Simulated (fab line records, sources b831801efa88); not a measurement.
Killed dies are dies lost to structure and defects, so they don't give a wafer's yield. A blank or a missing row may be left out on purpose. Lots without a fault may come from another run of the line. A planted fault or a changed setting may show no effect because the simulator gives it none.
One fault seen from 2 desks | flow gf180mcu | each desk has only its own numbers; what lay behind them comes last

THE TOOL OWNER'S DESK: rie_si-02
The tool's own readings at GF_STI_ETCH_14 (etches Si in HBr/Cl2/O2, target depth 360 nm, time 102.9 s): means of the sampled wafers that have a number, for each lot that ran on this tool. A lot is out of limits, marked OUT, if its mean lies more than 4 standard deviations from the usual mean; the brackets give that distance.
Columns: A = drypump_motor_current_A at GF_STI_ETCH_14, usual 5.7 A; B = oes_product_au at GF_STI_ETCH_14, usual 0.998 a.u.; C = run_length_s at GF_STI_ETCH_14, usual 131.1 s; D = throttle_valve_pct at GF_STI_ETCH_14, usual 25.657 %
lot  | first seen here | A   | B     | C                | D
L248 | day 3 08:18     | 5.9 | 0.994 | 131.1            | 25.656
L253 | day 4 10:05     | 6.2 | 0.998 | 131.0            | 25.657
L254 | day 4 15:04     | 6.2 | 1.007 | 131.2            | 25.656
L255 | day 4 20:48     | 6.2 | 1.000 | 131.1            | 25.658
L257 | day 5 08:11     | 6.1 | 0.999 | 128.3 (-7.7) OUT | 25.656
L260 | day 5 22:11     | 6.1 | 0.999 | 128.3 (-7.7) OUT | 25.651
L261 | day 6 02:23     | 6.0 | 0.998 | 126.7 (-12) OUT  | 25.652
This desk's finding: out of limits on L257, L260, L261; first on L257, day 5 08:11 (run_length_s at GF_STI_ETCH_14). In limits: L248, L253, L254, L255.

THE METROLOGY DESK
What the gauges read, lot by lot, whatever tool the lot ran on: means of the sampled wafers that have a number. A lot is out of limits, marked OUT, if its mean lies more than 4 standard deviations from the usual mean; the brackets give that distance.
Columns: A = cd_nm at GF_STI_CD_MEAS_12, usual 220.0 nm; B = STI_OXIDATION_02_THK at GF_STI_THK_MEAS_30, usual 9.91 nm
lot  | first seen here | A     | B
L243 | day 2 06:23     | 220.2 | 9.94
L244 | day 2 11:13     | 218.8 | 9.87
L245 | day 2 16:35     | 218.7 | 10.17
L246 | day 2 22:16     | 221.8 | 10.04
L248 | day 3 08:06     | 220.6 | 10.14
L251 | day 3 23:29     | 218.9 | 9.71
L253 | day 4 09:53     | 220.1 | 10.14
L254 | day 4 14:52     | 220.5 | 9.78
L255 | day 4 20:36     | 219.0 | 9.72
L257 | day 5 08:02     | 220.3 | 9.96
L260 | day 5 21:59     | 219.8 | 10.06
L261 | day 6 02:11     | 218.6 | 9.62
This desk's finding: nothing out of limits on any of the 12 lots.

PUT TOGETHER
The tool owner's desk could have raised an alarm at day 5 08:11, on L257, L260, L261.
The metrology desk saw nothing out of limits.
The metrology desk has L257, L260, L261 on record, within its limits.
Of the lots named, all ran GF_STI_ETCH_14 on rie_si-02.

WHAT THE SIMULATOR HAD PUT IN
Process parameter drift: rie_si-02, from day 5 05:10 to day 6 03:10, at GF_STI_ETCH_14. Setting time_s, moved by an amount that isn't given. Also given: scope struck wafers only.
Lots struck among those shown: L257, L260, L261.
Hours from the fault's start to each desk's first reading out of limits: the tool owner's desk, 3.
